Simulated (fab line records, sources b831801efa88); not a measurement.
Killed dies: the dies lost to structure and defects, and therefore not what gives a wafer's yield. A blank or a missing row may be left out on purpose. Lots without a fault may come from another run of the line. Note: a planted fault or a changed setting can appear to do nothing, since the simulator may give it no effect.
Which tool is to blame? :: flow gf180mcu :: 30 wafers from 10 lots sampled at 6 of the route's 602 steps

WHAT EACH GAUGE READ, for each wafer
GF_M2_CD_MEAS_14: target cd 280 nm.
lot: L646
measured: day 19 10:19
on: cd_sem-02
cd_nm (nm): 279.9 279.8 279.4

lot: L653
measured: day 22 03:56
on: cd_sem-02
cd_nm (nm): 279.6 278.9 278.2

lot: L654
measured: day 22 21:02
on: cd_sem-01
cd_nm (nm): 276.5 276.4 277.6

lot: L660
measured: day 24 16:17
on: cd_sem-02
cd_nm (nm): 280.6 281.7 280.6

lot: L661
measured: day 25 06:47
on: cd_sem-01
cd_nm (nm): 282.9 281.1 283.6

lot: L662
measured: day 25 08:26
on: cd_sem-01
cd_nm (nm): 279.9 280.5 279.6

lot: L663
measured: day 25 14:11
on: cd_sem-02
cd_nm (nm): 280.5 279.5 279.7

lot: L664
measured: day 26 00:23
on: cd_sem-02
cd_nm (nm): 279.5 277.8 279.3

lot: L666
measured: day 26 19:47
on: cd_sem-02
cd_nm (nm): 278.7 278.3 280.2

lot: L667
measured: day 26 21:58
on: cd_sem-01
cd_nm (nm): 281.4 283.0 280.7

GF_M3_RS_MEAS_05: the measuring method here is four-point-probe.
lot: L646
measured: day 20 13:52
on: film_metro-01
M3_ALCU_RS (ohm/sq): 0.0688 0.0695 0.0693

lot: L653
measured: day 23 06:16
on: film_metro-01
M3_ALCU_RS (ohm/sq): 0.0697 0.0701 0.0700

lot: L654
measured: day 23 22:43
on: film_metro-04
M3_ALCU_RS (ohm/sq): 0.0697 0.0764 0.0695 0.0697 0.0766 0.0695

lot: L660
measured: day 25 17:26
on: film_metro-02
M3_ALCU_RS (ohm/sq): 0.0696 0.0694 0.0694

lot: L661
measured: day 26 08:00
on: film_metro-02
M3_ALCU_RS (ohm/sq): 0.0694 0.0699 0.0692

lot: L662
measured: day 26 09:09
on: film_metro-02
M3_ALCU_RS (ohm/sq): 0.0697 0.0697 0.0697

lot: L663
measured: day 26 14:36
on: film_metro-04
M3_ALCU_RS (ohm/sq): 0.0694 0.0693 0.0693

lot: L664
measured: day 27 00:26
on: film_metro-01
M3_ALCU_RS (ohm/sq): 0.0697 0.0699 0.0695

lot: L666
measured: day 27 18:55
on: film_metro-02
M3_ALCU_RS (ohm/sq): 0.0689 0.0692 0.0689

lot: L667
measured: day 27 21:43
on: film_metro-01
M3_ALCU_RS (ohm/sq): 0.0684 0.0682 0.0682

GF_M3_THK_MEAS_06: measures by xrf.
lot: L646
measured: day 20 13:59
on: film_metro-01
M3_ALCU_THK (nm): 449 439 446

lot: L653
measured: day 23 06:22
on: film_metro-01
M3_ALCU_THK (nm): 447 442 443

lot: L654
measured: day 24 05:19
on: film_metro-04
M3_ALCU_THK (nm): 449 406 450 448 410 452

lot: L660
measured: day 25 17:33
on: film_metro-02
M3_ALCU_THK (nm): 449 449 448

lot: L661
measured: day 26 08:05
on: film_metro-02
M3_ALCU_THK (nm): 453 449 452

lot: L662
measured: day 26 09:16
on: film_metro-02
M3_ALCU_THK (nm): 449 449 451

lot: L663
measured: day 26 14:43
on: film_metro-04
M3_ALCU_THK (nm): 455 453 451

lot: L664
measured: day 27 00:32
on: film_metro-01
M3_ALCU_THK (nm): 440 444 443

lot: L666
measured: day 27 19:02
on: film_metro-02
M3_ALCU_THK (nm): 455 454 454

lot: L667
measured: day 27 21:49
on: film_metro-01
M3_ALCU_THK (nm): 451 449 450

GF_M3_OVL_MEAS_15.
lot: L646
measured: day 21 13:16
on: overlay-02
M3_OVL (nm): 5 4 4

lot: L653
measured: day 24 04:24
on: overlay-01
M3_OVL (nm): 2 0 9

lot: L654
measured: day 24 21:08
on: overlay-01
M3_OVL (nm): -7 -5 -8

lot: L660
measured: day 26 13:56
on: overlay-01
M3_OVL (nm): -2 -2 -1

lot: L661
measured: day 27 04:18
on: overlay-01
M3_OVL (nm): -12 -15 -11

lot: L662
measured: day 27 05:32
on: overlay-01
M3_OVL (nm): -9 -3 -3

lot: L663
measured: day 27 10:53
on: overlay-01
M3_OVL (nm): -4 3 0

lot: L664
measured: day 27 20:25
on: overlay-01
M3_OVL (nm): -13 -7 -12

lot: L666
measured: day 28 13:50
on: overlay-01
M3_OVL (nm): -5 2 -4

lot: L667
measured: day 28 17:28
on: overlay-01
M3_OVL (nm): 7 -2 -3

EACH LOT AND THE TOOL THAT RAN IT (in order: tool; ch and the chambers of the sampled wafers; start)
lot: L646
GF_V2_CMP_04: cmp-01 ch 1,2,3, day 19 11:23
GF_M3_SPUTTER_02: pvd_sputter-03, day 20 13:46

lot: L653
GF_V2_CMP_04: cmp-01 ch 1,2,3, day 22 05:05
GF_M3_SPUTTER_02: pvd_sputter-02, day 23 06:09

lot: L654
GF_V2_CMP_04: cmp-02 ch 0,1, day 22 22:05
GF_M3_SPUTTER_02: pvd_sputter-04, day 23 22:37

lot: L660
GF_V2_CMP_04: cmp-02 ch 0,2, day 24 17:31
GF_M3_SPUTTER_02: pvd_sputter-02, day 25 17:20

lot: L661
GF_V2_CMP_04: cmp-02 ch 0,1, day 25 07:50
GF_M3_SPUTTER_02: pvd_sputter-03, day 26 07:50

lot: L662
GF_V2_CMP_04: cmp-02 ch 1,2, day 25 09:34
GF_M3_SPUTTER_02: pvd_sputter-02, day 26 09:04

lot: L663
GF_V2_CMP_04: cmp-01 ch 0,2,3, day 25 15:19
GF_M3_SPUTTER_02: pvd_sputter-02, day 26 14:31

lot: L664
GF_V2_CMP_04: cmp-01 ch 0,2, day 26 01:31
GF_M3_SPUTTER_02: pvd_sputter-03, day 27 00:17

lot: L666
GF_V2_CMP_04: cmp-02 ch 0,3, day 26 21:00
GF_M3_SPUTTER_02: pvd_sputter-03, day 27 18:50

lot: L667
GF_V2_CMP_04: cmp-01 ch 0,1, day 26 23:09
GF_M3_SPUTTER_02: pvd_sputter-04, day 27 21:36
- GF_V2_CMP_04: polishes SiO2.
- GF_M3_SPUTTER_02: material AlCu, target thk 450 nm, time 23.9 s.

AS READ BY THE TOOLS THEMSELVES (means over the sampled wafers that have a number; for cases with no such wafer, the mark the record gives instead)
GF_V2_CMP_04.
lot: L646
tool: cmp-01
head_pressure_psi (psi): 3.994
motor_current_A (A): 11.8
platen_rpm (rpm): 60.02
time_to_endpoint_s (s): 80

lot: L653
tool: cmp-01
head_pressure_psi (psi): 3.994
motor_current_A (A): 11.8
platen_rpm (rpm): 59.98
time_to_endpoint_s (s): 85

lot: L654
tool: cmp-02
head_pressure_psi (psi): 3.993
motor_current_A (A): 12.1
platen_rpm (rpm): 59.97
time_to_endpoint_s (s): 90

lot: L660
tool: cmp-02
head_pressure_psi (psi): 3.994
motor_current_A (A): 10.9
platen_rpm (rpm): 60.00
time_to_endpoint_s (s): 82

lot: L661
tool: cmp-02
head_pressure_psi (psi): 3.996
motor_current_A (A): 12.2
platen_rpm (rpm): 60.06
time_to_endpoint_s (s): 89

lot: L662
tool: cmp-02
head_pressure_psi (psi): 3.999
motor_current_A (A): 10.7
platen_rpm (rpm): 59.98
time_to_endpoint_s (s): 86

lot: L663
tool: cmp-01
head_pressure_psi (psi): 3.993
motor_current_A (A): 12.1
platen_rpm (rpm): 60.05
time_to_endpoint_s (s): 82

lot: L664
tool: cmp-01
head_pressure_psi (psi): 3.992
motor_current_A (A): 11.9
platen_rpm (rpm): 60.02
time_to_endpoint_s (s): 82

lot: L666
tool: cmp-02
head_pressure_psi (psi): 3.993
motor_current_A (A): 10.1
platen_rpm (rpm): 60.03
time_to_endpoint_s (s): 89

lot: L667
tool: cmp-01
head_pressure_psi (psi): 4.001
motor_current_A (A): 10.7
platen_rpm (rpm): 60.00
time_to_endpoint_s (s): 79

GF_M3_SPUTTER_02.
lot: L646
tool: pvd_sputter-03
chamber_pressure_pa (Pa): 0.3998
throttle_valve_pct (%): 29.9

lot: L653
tool: pvd_sputter-02
chamber_pressure_pa (Pa): 0.3997
throttle_valve_pct (%): 29.2

lot: L654
tool: pvd_sputter-04
chamber_pressure_pa (Pa): 0.4001
throttle_valve_pct (%): 29.4

lot: L660
tool: pvd_sputter-02
chamber_pressure_pa (Pa): 0.4000
throttle_valve_pct (%): 30.4

lot: L661
tool: pvd_sputter-03
chamber_pressure_pa (Pa): 0.4002
throttle_valve_pct (%): 31.4

lot: L662
tool: pvd_sputter-02
chamber_pressure_pa (Pa): 0.3991
throttle_valve_pct (%): 29.9

lot: L663
tool: pvd_sputter-02
chamber_pressure_pa (Pa): 0.4008
throttle_valve_pct (%): 30.2

lot: L664
tool: pvd_sputter-03
chamber_pressure_pa (Pa): 0.3994
throttle_valve_pct (%): 30.6

lot: L666
tool: pvd_sputter-03
chamber_pressure_pa (Pa): 0.4003
throttle_valve_pct (%): 30.6

lot: L667
tool: pvd_sputter-04
chamber_pressure_pa (Pa): 0.3997
throttle_valve_pct (%): 29.0

THE ANSWER, worked out from the rows above alone
Rule: what is usual is taken from the lots themselves. Put in order of their means at a reading, lots are off if they are a third of the lots or fewer, leave a main group of 4 or more, and stand apart from it by a gap of 3 or more times the standard deviation of the main group's means; of several such gaps the widest counts. If all means in a main group match to the digits the tables above print for the reading, that group is not used. A lot without any number at a reading at which 4 lots or more have one is off too. All remaining lots with rows at the step are treated as sound. First the gauges in route order, then the tools' own readings, where a lot's mean is used as printed above. At the first step where some lot is off, the reading lying furthest off is the one used; lots without a number count as furthest.
Off: L654, seen at GF_M3_RS_MEAS_05 (M3_ALCU_RS). Mean 0.0693 ohm/sq and standard deviation 0.00046 in the main group.
If a tool, at a process step before that reading, ran all the lots that are off and no sound lot after the first of them, it fits. Those tools and the gauges at GF_M3_RS_MEAS_05 are tried in the same way. No candidate that was tried fits.

WHAT HAD BEEN PUT IN BY THE SIMULATOR
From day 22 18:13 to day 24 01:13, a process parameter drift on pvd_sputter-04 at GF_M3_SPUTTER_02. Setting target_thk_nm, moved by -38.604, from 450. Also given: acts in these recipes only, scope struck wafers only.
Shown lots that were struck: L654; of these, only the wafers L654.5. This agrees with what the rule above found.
